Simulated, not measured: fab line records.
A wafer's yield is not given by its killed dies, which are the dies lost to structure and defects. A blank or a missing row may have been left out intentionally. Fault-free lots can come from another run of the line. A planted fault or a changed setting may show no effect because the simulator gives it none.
Problem report, 8D (eight disciplines) form, completed by code	flow sky130	the parts of the form that need people (team, actions taken, sign-off) are left out

## 1. WHAT IS WRONG
cathode dc power W at SKY_METAL2_SPUTTER_01 reads a mean of 7090.3 W on 6 wafers of 2 lots; wafers without a fault read 6499.9 W with a standard deviation of 1.1. So: +99 or more standard deviations from the usual mean.
The step: material TiN, target thk 20 nm, time 16.7 s.
Earliest sighting: wafer L748.2 on pvd sputter-03 at day 35 21:09. The record has a number at this step for 42 wafers belonging to 14 lots. Rule for "out" (also "out of limits"): further than 4 standard deviations from the usual mean. All remaining wafers that have a number are taken as sound.

## 2. WHAT THIS IS AND IS NOT
question	is	is not
which readings at this step	cathode dc power W	throttle valve pct
which lots	L748, L751	L744, L746, L747, L749, L758, L759, L760, L762, L763, L764, L765, L767
which wafers of those lots	all that have a number	-
read on which tools	pvd sputter-03	pvd sputter-01, pvd sputter-04
when	from day 35 21:09	up to then (9 sound wafers); but 27 sound wafers of L749, L758, L759, L760, L762, L763, L764, L765, L767 came after

## 3. SUSPECTS, AND WHAT RULES EACH OUT
Counting: a tool stays on the suspect list if, at a process step up to the reading, it processed all lots that are out and no sound lot following the first of them.
- pvd sputter-03 at SKY_METAL2_SPUTTER_01 (material TiN, target thk 20 nm, time 16.7 s): ruled out as a lasting fault. After its first lot that is out, L748 (day 35 21:09), sound lots L760, L762, L763, L765 ran on it.
Left after counting: nothing in the record.

## 4. THE CAUSE (what the simulator had put in)
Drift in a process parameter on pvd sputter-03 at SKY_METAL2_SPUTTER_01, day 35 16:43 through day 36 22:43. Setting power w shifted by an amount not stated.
Counting ruled it out, wrongly.

## 5. THE CHAIN OF EFFECTS, in route order
Each row: a reading where the mean over the struck wafers with a number is more than 3 standard deviations away from the usual. Readings are gone through only where the record gives a usual standard deviation; hours: the median, over the lots, of the time from a lot's start at the first step in this table giving one to that lot's start at this step; sigmas: the change measured in usual standard deviations.
hours	step	reading	usual	on struck wafers	change	sigmas
0	SKY_METAL2_SPUTTER_01	cathode dc power W	6499.9 W	7090.3	+590.4	+99 or more
Here are the process steps it includes:
- SKY_METAL2_SPUTTER_01: material TiN, target thk 20 nm, time 16.7 s.

## 6. HOW IT WOULD HAVE BEEN CAUGHT EARLIER
First out-of-limits reading in this record: day 35 21:09, which is 4 hours after fault onset at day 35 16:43.
